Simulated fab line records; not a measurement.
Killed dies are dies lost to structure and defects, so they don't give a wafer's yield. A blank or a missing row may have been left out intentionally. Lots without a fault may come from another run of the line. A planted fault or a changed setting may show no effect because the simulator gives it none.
Matching of chambers | flow sky130 | SKY_SPACER_ETCHBACK_02 on rieDiel-01: 4 sister chambers
The step etches Si3N4 in CH3F/O2, stops on SiO2, time 46.7 s, target depth 45 nm. 4 wafers are shown with their chamber, then 7 later ones without.

== EACH WAFER AND ITS CHAMBER ==
wafer  | chamber | drypumpMotorCurrentA (A)
L642.1 | 0       | 5.7
L642.3 | 1       | 6.1
L645.4 | 2       | 6.3
L645.5 | 3       | 5.5

== WAFERS WHOSE CHAMBER IS MISSING ==
wafer  | drypumpMotorCurrentA (A)
L645.6 | 6.3
L650.1 | 6.1
L650.2 | 5.8
L650.3 | 5.5
L656.4 | 5.8
L656.5 | 6.3
L656.6 | 6.1

== WHICH CHAMBER EACH WENT THROUGH ==
wafer  | from the rows above | in truth
L645.6 | 2                   | 2
L650.1 | 1                   | 1
L650.2 | 0                   | 0
L650.3 | 3                   | 3
L656.4 | 0                   | 0
L656.5 | 2                   | 2
L656.6 | 1                   | 1
Correctly placed: 7 of 7. Can't be placed from these rows: 0. 0 placed wrongly.
How it was worked out, from the rows above alone: a wafer's distance from a chamber is the root of the sum, over the readings, of the square of ((its reading less the chamber's mean) divided by the reading's scatter). The wafer belongs to the nearest chamber; if the next one is less than 2 further off, it can't be placed. A chamber's mean is the mean of its shown wafers. The scatter: root of mean squared gap, hidden wafer to nearest shown wafer, with one shown wafer a chamber.
